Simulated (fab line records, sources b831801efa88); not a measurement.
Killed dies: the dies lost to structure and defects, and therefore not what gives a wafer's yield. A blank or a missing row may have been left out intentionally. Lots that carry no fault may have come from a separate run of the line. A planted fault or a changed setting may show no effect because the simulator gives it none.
Which tool is to blame? :: flow sky130 :: 72 wafers from 24 lots sampled at 6 of the route's 708 steps

WHAT EACH GAUGE READ, for each wafer
SKY_VIA4_THK_MEAS_20: measures by xrf.
lot: L074
measured: day 42 17:01
on: filmMetro-02
VIA4_W_THK (nm): 503 517 509

lot: L075
measured: day 43 09:33
on: filmMetro-03
VIA4_W_THK (nm): 511 535 517

lot: L076
measured: day 43 18:17
on: filmMetro-04
VIA4_W_THK (nm): 506 506 508

lot: L077
measured: day 43 22:22
on: filmMetro-04
VIA4_W_THK (nm): 513 508 523

lot: L078
measured: day 44 02:58
on: filmMetro-04
VIA4_W_THK (nm): 511 511 510

lot: L079
measured: day 44 10:37
on: filmMetro-03
VIA4_W_THK (nm): 539 511 534

lot: L080
measured: day 44 14:08
on: filmMetro-02
VIA4_W_THK (nm): 498 491 503

lot: L081
measured: day 45 00:43
on: filmMetro-03
VIA4_W_THK (nm): 530 512 532

lot: L082
measured: day 45 10:14
on: filmMetro-03
VIA4_W_THK (nm): 509 510 533

lot: L083
measured: day 45 15:31
on: filmMetro-03
VIA4_W_THK (nm): 505 526 506

lot: L085
measured: day 45 21:28
on: filmMetro-02
VIA4_W_THK (nm): 497 492 510

lot: L084
measured: day 45 22:37
on: filmMetro-02
VIA4_W_THK (nm): 506 500 490

lot: L086
measured: day 46 07:57
on: filmMetro-04
VIA4_W_THK (nm): 516 513 517

lot: L087
measured: day 46 10:51
on: filmMetro-03
VIA4_W_THK (nm): 503 519 507

lot: L088
measured: day 46 20:37
on: filmMetro-03
VIA4_W_THK (nm): 525 524 511

lot: L089
measured: day 47 08:53
on: filmMetro-02
VIA4_W_THK (nm): 504 500 499

lot: L091
measured: day 47 09:41
on: filmMetro-03
VIA4_W_THK (nm): 537 513 531

lot: L090
measured: day 47 13:50
on: filmMetro-03
VIA4_W_THK (nm): 512 504 513

lot: L092
measured: day 47 14:10
on: filmMetro-03
VIA4_W_THK (nm): 514 509 539

lot: L093
measured: day 48 00:28
on: filmMetro-04
VIA4_W_THK (nm): 509 511 513

lot: L095
measured: day 48 02:09
on: filmMetro-04
VIA4_W_THK (nm): 509 525 498

lot: L094
measured: day 48 02:51
on: filmMetro-03
VIA4_W_THK (nm): 510 518 520

lot: L096
measured: day 48 03:52
on: filmMetro-02
VIA4_W_THK (nm): 509 501 502

lot: L097
measured: day 48 18:53
on: filmMetro-03
VIA4_W_THK (nm): 520 516 509

SKY_METAL5_THK_MEAS_06: measures by xrf.
lot: L074
measured: day 42 17:40
on: filmMetro-02
METAL5_ALCU_THK (nm): 1134 1122 1127

lot: L075
measured: day 43 10:12
on: filmMetro-02
METAL5_ALCU_THK (nm): 1155 1159 1147

lot: L076
measured: day 43 18:56
on: filmMetro-01
METAL5_ALCU_THK (nm): 1155 1167 1168

lot: L077
measured: day 43 23:01
on: filmMetro-01
METAL5_ALCU_THK (nm): 1170 1170 1160

lot: L078
measured: day 44 03:38
on: filmMetro-01
METAL5_ALCU_THK (nm): 1171 1169 1178

lot: L079
measured: day 44 11:16
on: filmMetro-02
METAL5_ALCU_THK (nm): 1148 1163 1172

lot: L080
measured: day 44 14:47
on: filmMetro-02
METAL5_ALCU_THK (nm): 1154 1155 1147

lot: L081
measured: day 45 01:22
on: filmMetro-02
METAL5_ALCU_THK (nm): 1139 1129 1156

lot: L082
measured: day 45 10:53
on: filmMetro-03
METAL5_ALCU_THK (nm): 1172 1176 1159

lot: L083
measured: day 45 16:10
on: filmMetro-01
METAL5_ALCU_THK (nm): 1149 1140 1143

lot: L085
measured: day 45 22:07
on: filmMetro-02
METAL5_ALCU_THK (nm): 1120 1125 1102

lot: L084
measured: day 45 23:16
on: filmMetro-01
METAL5_ALCU_THK (nm): 1135 1153 1134

lot: L086
measured: day 46 09:07
on: filmMetro-01
METAL5_ALCU_THK (nm): 1140 1144 1157

lot: L087
measured: day 46 11:40
on: filmMetro-02
METAL5_ALCU_THK (nm): 1119 1131 1112

lot: L088
measured: day 46 21:16
on: filmMetro-02
METAL5_ALCU_THK (nm): 1150 1150 1150

lot: L089
measured: day 47 09:32
on: filmMetro-02
METAL5_ALCU_THK (nm): 1117 1113 1130

lot: L091
measured: day 47 10:20
on: filmMetro-02
METAL5_ALCU_THK (nm): 1141 1158 1154

lot: L090
measured: day 47 14:29
on: filmMetro-02
METAL5_ALCU_THK (nm): 1127 1109 1128

lot: L092
measured: day 47 14:49
on: filmMetro-02
METAL5_ALCU_THK (nm): 1162 1147 1157

lot: L093
measured: day 48 01:07
on: filmMetro-01
METAL5_ALCU_THK (nm): 1161 1153 1160

lot: L095
measured: day 48 02:47
on: filmMetro-02
METAL5_ALCU_THK (nm): 1123 1129 1104

lot: L094
measured: day 48 03:29
on: filmMetro-01
METAL5_ALCU_THK (nm): 1166 1155 1176

lot: L096
measured: day 48 04:30
on: filmMetro-03
METAL5_ALCU_THK (nm): 1189 1179 1177

lot: L097
measured: day 48 19:31
on: filmMetro-02
METAL5_ALCU_THK (nm): 1133 1104 1104

WHAT TOOL EACH LOT RAN ON (gives the tool, then ch and the chambers of the sampled wafers, and finally the start)
lot: L074
SKY_LI_CONTACT_SPUTTER_19: pvdSputter-02, day 29 00:20
SKY_METAL1_ETCH_18: rieMetal-02 ch 0, day 32 15:25
SKY_VIA1_STRIP_16: plasmaAsher-03 ch 0,1, day 33 20:00
SKY_VIA3_CVD_21: cvdW-01 ch 0,1, day 39 12:35

lot: L075
SKY_LI_CONTACT_SPUTTER_19: pvdSputter-01, day 29 20:58
SKY_METAL1_ETCH_18: rieMetal-03 ch 0,1, day 33 12:39
SKY_VIA1_STRIP_16: plasmaAsher-02 ch 0,1, day 34 15:52
SKY_VIA3_CVD_21: cvdW-02 ch 0,1, day 40 06:46

lot: L076
SKY_LI_CONTACT_SPUTTER_19: pvdSputter-03, day 30 08:50
SKY_METAL1_ETCH_18: rieMetal-04 ch 1, day 33 23:07
SKY_VIA1_STRIP_16: plasmaAsher-03 ch 0,1, day 35 02:28
SKY_VIA3_CVD_21: cvdW-02 ch 0,1, day 40 16:40

lot: L077
SKY_LI_CONTACT_SPUTTER_19: pvdSputter-01, day 30 14:26
SKY_METAL1_ETCH_18: rieMetal-03 ch 1, day 34 03:43
SKY_VIA1_STRIP_16: plasmaAsher-01 ch 0,1, day 35 07:18
SKY_VIA3_CVD_21: cvdW-01 ch 0,1, day 40 20:45

lot: L078
SKY_LI_CONTACT_SPUTTER_19: pvdSputter-02, day 30 18:58
SKY_METAL1_ETCH_18: rieMetal-04 ch 0,1, day 34 08:10
SKY_VIA1_STRIP_16: plasmaAsher-02 ch 0,1, day 35 11:34
SKY_VIA3_CVD_21: cvdW-01 ch 0,1, day 41 01:11

lot: L079
SKY_LI_CONTACT_SPUTTER_19: pvdSputter-02, day 31 03:50
SKY_METAL1_ETCH_18: rieMetal-03 ch 0,1, day 34 16:10
SKY_VIA1_STRIP_16: plasmaAsher-02 ch 1, day 35 19:37
SKY_VIA3_CVD_21: cvdW-02 ch 0, day 41 09:00

lot: L080
SKY_LI_CONTACT_SPUTTER_19: pvdSputter-02, day 31 09:46
SKY_METAL1_ETCH_18: rieMetal-02 ch 0,1, day 34 21:50
SKY_VIA1_STRIP_16: plasmaAsher-01 ch 0,1, day 36 01:13
SKY_VIA3_CVD_21: cvdW-02 ch 0,1, day 41 12:58

lot: L081
SKY_LI_CONTACT_SPUTTER_19: pvdSputter-03, day 31 20:37
SKY_METAL1_ETCH_18: rieMetal-04 ch 0,1, day 35 09:25
SKY_VIA1_STRIP_16: plasmaAsher-01 ch 0,1, day 36 13:01
SKY_VIA3_CVD_21: cvdW-01 ch 0,1, day 42 00:25

lot: L082
SKY_LI_CONTACT_SPUTTER_19: pvdSputter-03, day 32 09:36
SKY_METAL1_ETCH_18: rieMetal-02 ch 0,1, day 35 20:43
SKY_VIA1_STRIP_16: plasmaAsher-02 ch 0,1, day 36 23:56
SKY_VIA3_CVD_21: cvdW-01 ch 0,1, day 42 11:53

lot: L083
SKY_LI_CONTACT_SPUTTER_19: pvdSputter-01, day 32 15:29
SKY_METAL1_ETCH_18: rieMetal-02 ch 0, day 36 02:44
SKY_VIA1_STRIP_16: plasmaAsher-02 ch 0,1, day 37 06:22
SKY_VIA3_CVD_21: cvdW-02 ch 0,1, day 42 17:25

lot: L085
SKY_LI_CONTACT_SPUTTER_19: pvdSputter-01, day 33 00:40
SKY_METAL1_ETCH_18: rieMetal-04 ch 0,1, day 36 09:53
SKY_VIA1_STRIP_16: plasmaAsher-02 ch 0,1, day 37 12:56
SKY_VIA3_CVD_21: cvdW-01 ch 0, day 42 23:27

lot: L084
SKY_LI_CONTACT_SPUTTER_19: pvdSputter-02, day 33 01:50
SKY_METAL1_ETCH_18: rieMetal-04 ch 0,1, day 36 12:32
SKY_VIA1_STRIP_16: plasmaAsher-01 ch 0,1, day 37 15:42
SKY_VIA3_CVD_21: cvdW-02 ch 0,1, day 43 00:23

lot: L086
SKY_LI_CONTACT_SPUTTER_19: pvdSputter-02, day 33 10:21
SKY_METAL1_ETCH_18: rieMetal-03 ch 0,1, day 36 21:52
SKY_VIA1_STRIP_16: plasmaAsher-01 ch 0,1, day 38 00:43
SKY_VIA3_CVD_21: cvdW-01 ch 0,1, day 43 09:57

lot: L087
SKY_LI_CONTACT_SPUTTER_19: pvdSputter-02, day 33 15:55
SKY_METAL1_ETCH_18: rieMetal-03 ch 0,1, day 37 02:49
SKY_VIA1_STRIP_16: plasmaAsher-01 ch 0,1, day 38 06:10
SKY_VIA3_CVD_21: cvdW-01 ch 0,1, day 43 13:59

lot: L088
SKY_LI_CONTACT_SPUTTER_19: pvdSputter-02, day 34 05:22
SKY_METAL1_ETCH_18: rieMetal-04 ch 0,1, day 37 14:46
SKY_VIA1_STRIP_16: plasmaAsher-01 ch 0,1, day 38 17:13
SKY_VIA3_CVD_21: cvdW-02 ch 0,1, day 44 00:13

lot: L089
SKY_LI_CONTACT_SPUTTER_19: pvdSputter-01, day 34 18:27
SKY_METAL1_ETCH_18: rieMetal-02 ch 0,1, day 38 04:23
SKY_VIA1_STRIP_16: plasmaAsher-02 ch 0,1, day 39 06:45
SKY_VIA3_CVD_21: cvdW-02 ch 0,1, day 44 11:35

lot: L091
SKY_LI_CONTACT_SPUTTER_19: pvdSputter-01, day 34 22:28
SKY_METAL1_ETCH_18: rieMetal-03 ch 0,1, day 38 07:14
SKY_VIA1_STRIP_16: plasmaAsher-02 ch 0,1, day 39 09:18
SKY_VIA3_CVD_21: cvdW-02 ch 0,1, day 44 15:10

lot: L090
SKY_LI_CONTACT_SPUTTER_19: pvdSputter-02, day 35 02:40
SKY_METAL1_ETCH_18: rieMetal-02 ch 0,1, day 38 12:31
SKY_VIA1_STRIP_16: plasmaAsher-03 ch 0,1, day 39 14:46
SKY_VIA3_CVD_21: cvdW-01 ch 0,1, day 44 20:08

lot: L092
SKY_LI_CONTACT_SPUTTER_19: pvdSputter-02, day 35 06:12
SKY_METAL1_ETCH_18: rieMetal-04 ch 0,1, day 38 14:31
SKY_VIA1_STRIP_16: plasmaAsher-03 ch 0,1, day 39 16:31
SKY_VIA3_CVD_21: cvdW-02 ch 0,1, day 44 20:58

lot: L093
SKY_LI_CONTACT_SPUTTER_19: pvdSputter-01, day 35 17:04
SKY_METAL1_ETCH_18: rieMetal-03 ch 0,1, day 39 02:01
SKY_VIA1_STRIP_16: plasmaAsher-03 ch 0,1, day 40 04:07
SKY_VIA3_CVD_21: cvdW-01 ch 0,1, day 45 07:01

lot: L095
SKY_LI_CONTACT_SPUTTER_19: pvdSputter-02, day 35 18:01
SKY_METAL1_ETCH_18: rieMetal-02 ch 0,1, day 39 02:43
SKY_VIA1_STRIP_16: plasmaAsher-02 ch 0,1, day 40 05:25
SKY_VIA3_CVD_21: cvdW-01 ch 0,1, day 45 08:14

lot: L094
SKY_LI_CONTACT_SPUTTER_19: pvdSputter-02, day 35 19:41
SKY_METAL1_ETCH_18: rieMetal-03 ch 0,1, day 39 03:43
SKY_VIA1_STRIP_16: plasmaAsher-01 ch 0,1, day 40 05:52
SKY_VIA3_CVD_21: cvdW-02 ch 0,1, day 45 09:17

lot: L096
SKY_LI_CONTACT_SPUTTER_19: pvdSputter-01, day 35 23:39
SKY_METAL1_ETCH_18: rieMetal-03 ch 0,1, day 39 07:44
SKY_VIA1_STRIP_16: plasmaAsher-01 ch 0,1, day 40 09:19
SKY_VIA3_CVD_21: cvdW-01 ch 0,1, day 45 11:11

lot: L097
SKY_LI_CONTACT_SPUTTER_19: pvdSputter-02, day 36 16:32
SKY_METAL1_ETCH_18: rieMetal-03 ch 0,1, day 40 00:19
SKY_VIA1_STRIP_16: plasmaAsher-01 ch 0,1, day 41 02:22
SKY_VIA3_CVD_21: cvdW-01 ch 0,1, day 46 03:59
- SKY_LI_CONTACT_SPUTTER_19: material Ti, target thk 20 nm, time 106.37 s.
- SKY_METAL1_ETCH_18: etches BARC in N2/H2, stops on SiO2, time 45.9 s, target depth 60 nm.
- SKY_VIA1_STRIP_16: strips in O2/N2.
- SKY_VIA3_CVD_21: deposits W, target thk 390 nm, time 117.31 s.

WHAT THE TOOLS THEMSELVES READ (means of the sampled wafers that have a number; where no wafer has one, the mark that the record gives instead)
SKY_LI_CONTACT_SPUTTER_19.
lot: L074
tool: pvdSputter-02
throttleValvePct (%): 29.2

lot: L075
tool: pvdSputter-01
throttleValvePct (%): 30.6

lot: L076
tool: pvdSputter-03
throttleValvePct (%): 30.9

lot: L077
tool: pvdSputter-01
throttleValvePct (%): 30.7

lot: L078
tool: pvdSputter-02
throttleValvePct (%): 30.7

lot: L079
tool: pvdSputter-02
throttleValvePct (%): 30.6

lot: L080
tool: pvdSputter-02
throttleValvePct (%): 29.2

lot: L081
tool: pvdSputter-03
throttleValvePct (%): 30.0

lot: L082
tool: pvdSputter-03
throttleValvePct (%): 30.0

lot: L083
tool: pvdSputter-01
throttleValvePct (%): 30.4

lot: L085
tool: pvdSputter-01
throttleValvePct (%): 30.3

lot: L084
tool: pvdSputter-02
throttleValvePct (%): 30.4

lot: L086
tool: pvdSputter-02
throttleValvePct (%): 29.3

lot: L087
tool: pvdSputter-02
throttleValvePct (%): 29.6

lot: L088
tool: pvdSputter-02
throttleValvePct (%): 30.1

lot: L089
tool: pvdSputter-01
throttleValvePct (%): 30.7

lot: L091
tool: pvdSputter-01
throttleValvePct (%): 30.6

lot: L090
tool: pvdSputter-02
throttleValvePct (%): 29.3

lot: L092
tool: pvdSputter-02
throttleValvePct (%): 29.8

lot: L093
tool: pvdSputter-01
throttleValvePct (%): 30.3

lot: L095
tool: pvdSputter-02
throttleValvePct (%): 28.6

lot: L094
tool: pvdSputter-02
throttleValvePct (%): 29.5

lot: L096
tool: pvdSputter-01
throttleValvePct (%): 30.8

lot: L097
tool: pvdSputter-02
throttleValvePct (%): 29.6

SKY_METAL1_ETCH_18.
lot: L074
tool: rieMetal-02
drypumpMotorCurrentA (A): 6.5
oesProductAu (a.u.): 0.853
rfFwdPowerW (W): 495.9
throttleValvePct (%): 13.231

lot: L075
tool: rieMetal-03
drypumpMotorCurrentA (A): 5.8
oesProductAu (a.u.): 0.858
rfFwdPowerW (W): 495.8
throttleValvePct (%): 13.236

lot: L076
tool: rieMetal-04
drypumpMotorCurrentA (A): 5.4
oesProductAu (a.u.): 0.859
rfFwdPowerW (W): 498.0
throttleValvePct (%): 13.222

lot: L077
tool: rieMetal-03
drypumpMotorCurrentA (A): 6.2
oesProductAu (a.u.): 0.855
rfFwdPowerW (W): 495.7
throttleValvePct (%): 13.223

lot: L078
tool: rieMetal-04
drypumpMotorCurrentA (A): 5.5
oesProductAu (a.u.): 0.855
rfFwdPowerW (W): 495.9
throttleValvePct (%): 13.221

lot: L079
tool: rieMetal-03
drypumpMotorCurrentA (A): 5.8
oesProductAu (a.u.): 0.856
rfFwdPowerW (W): 496.1
throttleValvePct (%): 13.221

lot: L080
tool: rieMetal-02
drypumpMotorCurrentA (A): 5.9
oesProductAu (a.u.): 0.853
rfFwdPowerW (W): 495.3
throttleValvePct (%): 13.227

lot: L081
tool: rieMetal-04
drypumpMotorCurrentA (A): 5.5
oesProductAu (a.u.): 0.853
rfFwdPowerW (W): 497.5
throttleValvePct (%): 13.227

lot: L082
tool: rieMetal-02
drypumpMotorCurrentA (A): 6.2
oesProductAu (a.u.): 0.856
rfFwdPowerW (W): 496.6
throttleValvePct (%): 13.222

lot: L083
tool: rieMetal-02
drypumpMotorCurrentA (A): 6.5
oesProductAu (a.u.): 0.849
rfFwdPowerW (W): 498.2
throttleValvePct (%): 13.231

lot: L085
tool: rieMetal-04
drypumpMotorCurrentA (A): 5.5
oesProductAu (a.u.): 0.855
rfFwdPowerW (W): 496.1
throttleValvePct (%): 13.218

lot: L084
tool: rieMetal-04
drypumpMotorCurrentA (A): 5.7
oesProductAu (a.u.): 0.858
rfFwdPowerW (W): 495.5
throttleValvePct (%): 13.226

lot: L086
tool: rieMetal-03
drypumpMotorCurrentA (A): 5.8
oesProductAu (a.u.): 0.852
rfFwdPowerW (W): 495.4
throttleValvePct (%): 13.225

lot: L087
tool: rieMetal-03
drypumpMotorCurrentA (A): 5.9
oesProductAu (a.u.): 0.854
rfFwdPowerW (W): 493.4
throttleValvePct (%): 13.232

lot: L088
tool: rieMetal-04
drypumpMotorCurrentA (A): 5.7
oesProductAu (a.u.): 0.851
rfFwdPowerW (W): 495.0
throttleValvePct (%): 13.224

lot: L089
tool: rieMetal-02
drypumpMotorCurrentA (A): 6.2
oesProductAu (a.u.): 0.849
rfFwdPowerW (W): 497.6
throttleValvePct (%): 13.225

lot: L091
tool: rieMetal-03
drypumpMotorCurrentA (A): 5.5
oesProductAu (a.u.): 0.855
rfFwdPowerW (W): 495.8
throttleValvePct (%): 13.227

lot: L090
tool: rieMetal-02
drypumpMotorCurrentA (A): 5.9
oesProductAu (a.u.): 0.858
rfFwdPowerW (W): 496.4
throttleValvePct (%): 13.233

lot: L092
tool: rieMetal-04
drypumpMotorCurrentA (A): 5.5
oesProductAu (a.u.): 0.856
rfFwdPowerW (W): 495.2
throttleValvePct (%): 13.225

lot: L093
tool: rieMetal-03
drypumpMotorCurrentA (A): 5.9
oesProductAu (a.u.): 0.854
rfFwdPowerW (W): 496.2
throttleValvePct (%): 13.221

lot: L095
tool: rieMetal-02
drypumpMotorCurrentA (A): 5.9
oesProductAu (a.u.): 0.848
rfFwdPowerW (W): 496.2
throttleValvePct (%): 13.223

lot: L094
tool: rieMetal-03
drypumpMotorCurrentA (A): 5.5
oesProductAu (a.u.): 0.849
rfFwdPowerW (W): 494.8
throttleValvePct (%): 13.218

lot: L096
tool: rieMetal-03
drypumpMotorCurrentA (A): 5.5
oesProductAu (a.u.): 0.857
rfFwdPowerW (W): 494.6
throttleValvePct (%): 13.225

lot: L097
tool: rieMetal-03
drypumpMotorCurrentA (A): 5.9
oesProductAu (a.u.): 0.853
rfFwdPowerW (W): 497.0
throttleValvePct (%): 13.222

SKY_VIA1_STRIP_16.
lot: L074
tool: plasmaAsher-03
drypumpMotorCurrentA (A): 5.59
oesProductAu (a.u.): 0.415
stripTimeToEndpointS (s): 4.472

lot: L075
tool: plasmaAsher-02
drypumpMotorCurrentA (A): 5.42
oesProductAu (a.u.): 0.412
stripTimeToEndpointS (s): 4.480

lot: L076
tool: plasmaAsher-03
drypumpMotorCurrentA (A): 5.45
oesProductAu (a.u.): 0.417
stripTimeToEndpointS (s): 4.433

lot: L077
tool: plasmaAsher-01
drypumpMotorCurrentA (A): 5.49
oesProductAu (a.u.): 0.415
stripTimeToEndpointS (s): 4.475

lot: L078
tool: plasmaAsher-02
drypumpMotorCurrentA (A): 5.58
oesProductAu (a.u.): 0.418
stripTimeToEndpointS (s): 4.451

lot: L079
tool: plasmaAsher-02
drypumpMotorCurrentA (A): 5.22
oesProductAu (a.u.): 0.412
stripTimeToEndpointS (s): 4.468

lot: L080
tool: plasmaAsher-01
drypumpMotorCurrentA (A): 5.55
oesProductAu (a.u.): 0.419
stripTimeToEndpointS (s): 4.491

lot: L081
tool: plasmaAsher-01
drypumpMotorCurrentA (A): 5.50
oesProductAu (a.u.): 0.411
stripTimeToEndpointS (s): 4.445

lot: L082
tool: plasmaAsher-02
drypumpMotorCurrentA (A): 5.59
oesProductAu (a.u.): 0.411
stripTimeToEndpointS (s): 4.454

lot: L083
tool: plasmaAsher-02
drypumpMotorCurrentA (A): 5.43
oesProductAu (a.u.): 0.421
stripTimeToEndpointS (s): 4.475

lot: L085
tool: plasmaAsher-02
drypumpMotorCurrentA (A): 5.41
oesProductAu (a.u.): 0.417
stripTimeToEndpointS (s): 4.435

lot: L084
tool: plasmaAsher-01
drypumpMotorCurrentA (A): 5.49
oesProductAu (a.u.): 0.419
stripTimeToEndpointS (s): 4.434

lot: L086
tool: plasmaAsher-01
drypumpMotorCurrentA (A): 5.50
oesProductAu (a.u.): 0.407
stripTimeToEndpointS (s): 4.432

lot: L087
tool: plasmaAsher-01
drypumpMotorCurrentA (A): 5.52
oesProductAu (a.u.): 0.413
stripTimeToEndpointS (s): 4.428

lot: L088
tool: plasmaAsher-01
drypumpMotorCurrentA (A): 5.49
oesProductAu (a.u.): 0.412
stripTimeToEndpointS (s): 4.462

lot: L089
tool: plasmaAsher-02
drypumpMotorCurrentA (A): 5.58
oesProductAu (a.u.): 0.416
stripTimeToEndpointS (s): 4.464

lot: L091
tool: plasmaAsher-02
drypumpMotorCurrentA (A): 5.60
oesProductAu (a.u.): 0.417
stripTimeToEndpointS (s): 4.474

lot: L090
tool: plasmaAsher-03
drypumpMotorCurrentA (A): 5.60
oesProductAu (a.u.): 0.418
stripTimeToEndpointS (s): 4.467

lot: L092
tool: plasmaAsher-03
drypumpMotorCurrentA (A): 5.42
oesProductAu (a.u.): 0.417
stripTimeToEndpointS (s): 4.434

lot: L093
tool: plasmaAsher-03
drypumpMotorCurrentA (A): 5.43
oesProductAu (a.u.): 0.411
stripTimeToEndpointS (s): 4.436

lot: L095
tool: plasmaAsher-02
drypumpMotorCurrentA (A): 5.61
oesProductAu (a.u.): 0.417
stripTimeToEndpointS (s): 4.438

lot: L094
tool: plasmaAsher-01
drypumpMotorCurrentA (A): 5.55
oesProductAu (a.u.): 0.421
stripTimeToEndpointS (s): 4.472

lot: L096
tool: plasmaAsher-01
drypumpMotorCurrentA (A): 5.50
oesProductAu (a.u.): 0.411
stripTimeToEndpointS (s): 4.439

lot: L097
tool: plasmaAsher-01
drypumpMotorCurrentA (A): 5.51
oesProductAu (a.u.): 0.413
stripTimeToEndpointS (s): 4.462

SKY_VIA3_CVD_21.
lot: L074
tool: cvdW-01
heaterPowerW (W): 806

lot: L075
tool: cvdW-02
heaterPowerW (W): 776

lot: L076
tool: cvdW-02
heaterPowerW (W): 781

lot: L077
tool: cvdW-01
heaterPowerW (W): 792

lot: L078
tool: cvdW-01
heaterPowerW (W): 798

lot: L079
tool: cvdW-02
heaterPowerW (W): 775

lot: L080
tool: cvdW-02
heaterPowerW (W): 774

lot: L081
tool: cvdW-01
heaterPowerW (W): 794

lot: L082
tool: cvdW-01
heaterPowerW (W): 794

lot: L083
tool: cvdW-02
heaterPowerW (W): 801

lot: L085
tool: cvdW-01
heaterPowerW (W): 802

lot: L084
tool: cvdW-02
heaterPowerW (W): 783

lot: L086
tool: cvdW-01
heaterPowerW (W): 806

lot: L087
tool: cvdW-01
heaterPowerW (W): 800

lot: L088
tool: cvdW-02
heaterPowerW (W): 786

lot: L089
tool: cvdW-02
heaterPowerW (W): 795

lot: L091
tool: cvdW-02
heaterPowerW (W): 784

lot: L090
tool: cvdW-01
heaterPowerW (W): 794

lot: L092
tool: cvdW-02
heaterPowerW (W): 779

lot: L093
tool: cvdW-01
heaterPowerW (W): 795

lot: L095
tool: cvdW-01
heaterPowerW (W): 794

lot: L094
tool: cvdW-02
heaterPowerW (W): 801

lot: L096
tool: cvdW-01
heaterPowerW (W): 801

lot: L097
tool: cvdW-01
heaterPowerW (W): 805

THE ANSWER, worked out from the rows above alone
Rule: the lots themselves supply what counts as usual. The widest of any qualifying gaps counts: lots, ordered by their means at a reading, are off when they make up no more than a third of the lots, leave a main group of 4 or more, and stand apart from it by 3 or more times the standard deviation of that group's means. Not used: any main group whose means are identical at the precision the tables above print for the reading. A lot without any number at a reading at which 4 lots or more have one is off too. Where the step has rows for the other lots, those lots are counted as sound. Order of review: gauges by route order, followed by the tools' own readings, for which a lot's mean as printed above is used. The first step at which some lot is off is used, and at that step the reading that is off furthest; a lot without a number counts as furthest.
None of the lots is off at any reading shown; this tells nothing.

WHAT THE SIMULATOR HAD PUT IN
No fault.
